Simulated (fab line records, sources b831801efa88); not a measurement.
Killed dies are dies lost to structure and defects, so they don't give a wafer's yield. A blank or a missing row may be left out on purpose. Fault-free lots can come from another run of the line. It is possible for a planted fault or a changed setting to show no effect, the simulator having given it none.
2 desks looking at one fault / flow sky130 / each desk holds nothing but its own numbers, with what lay behind them at the end

## THE METROLOGY DESK
What the gauges read for every lot (on any tool): the sampled wafers with a number, averaged. If a lot's mean is further than 4 standard deviations from the usual mean, the lot is out of limits and carries the mark OUT (the distance appears in the brackets).
Columns: A = cd_nm at SKY_CONTACT_CD_MEAS_14, usual 169.4 nm; B = VIA1_W_RS at SKY_VIA1_RS_MEAS_22, usual 0.426 ohm/sq; C = VIA1_W_THK at SKY_VIA1_THK_MEAS_23, usual 265 nm
lot=L722; first seen here=day 31 16:09; A=170.3; B=0.429; C=263
lot=L724; first seen here=day 33 17:47; A=168.4; B=0.421; C=269
lot=L723; first seen here=day 33 19:25; A=167.9; B=0.436; C=255
lot=L727; first seen here=day 33 20:20; A=170.0; B=0.432; C=262
lot=L729; first seen here=day 34 13:05; A=169.8; B=0.424; C=268
lot=L731; first seen here=day 34 16:39; A=169.0; B=0.427; C=266
lot=L732; first seen here=day 35 01:34; A=170.4; B=0.424; C=267
lot=L736; first seen here=day 36 09:19; A=169.5; B=0.376 (-7.5) OUT; C=305 (+8.5) OUT
lot=L737; first seen here=day 37 00:29; A=170.7; B=0.434; C=262
lot=L739; first seen here=day 37 13:02; A=170.5; B=0.328 (-15) OUT; C=356 (+19) OUT
Per this desk, out of limits: L736, L739; the first was L736, day 38 19:34 (VIA1_W_RS at SKY_VIA1_RS_MEAS_22). Within limits: L722, L724, L723, L727, L729, L731, L732, L737.

## FOR THE TOOL OWNER'S DESK: cvd_w-02
The tool's own readings at SKY_VIA1_CVD_21 (deposits W, target thk 270 nm, time 80.902 s): means of the sampled wafers that have a number, for each lot that ran on this tool. If a lot's mean is further than 4 standard deviations from the usual mean, the lot is out of limits and carries the mark OUT (the distance appears in the brackets).
Columns: A = heater_power_w at SKY_VIA1_CVD_21, usual 845 W
lot=L722; first seen here=day 34 02:02; A=832
lot=L723; first seen here=day 36 03:37; A=866
lot=L727; first seen here=day 36 06:02; A=884
lot=L732; first seen here=day 37 09:24; A=881
lot=L736; first seen here=day 38 19:28; A=803
lot=L739; first seen here=day 39 19:32; A=873
This desk found nothing out of limits on any of the 6 lots.

## TAKEN TOGETHER
On L736, L739, the metrology desk was in a position to raise an alarm at day 38 19:34.
The desk of the tool owner found nothing out of limits.
The tool owner's desk has L736, L739 on record, within its limits.
All the named lots went through SKY_VIA1_CVD_21 on cvd_w-02.

## WHAT HAD BEEN PUT IN BY THE SIMULATOR
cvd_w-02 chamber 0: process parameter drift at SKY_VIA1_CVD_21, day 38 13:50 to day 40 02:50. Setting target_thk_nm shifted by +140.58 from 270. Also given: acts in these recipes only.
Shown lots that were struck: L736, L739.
Time in hours between the start of the fault and the first out-of-limits reading at each desk: metrology desk, 6.
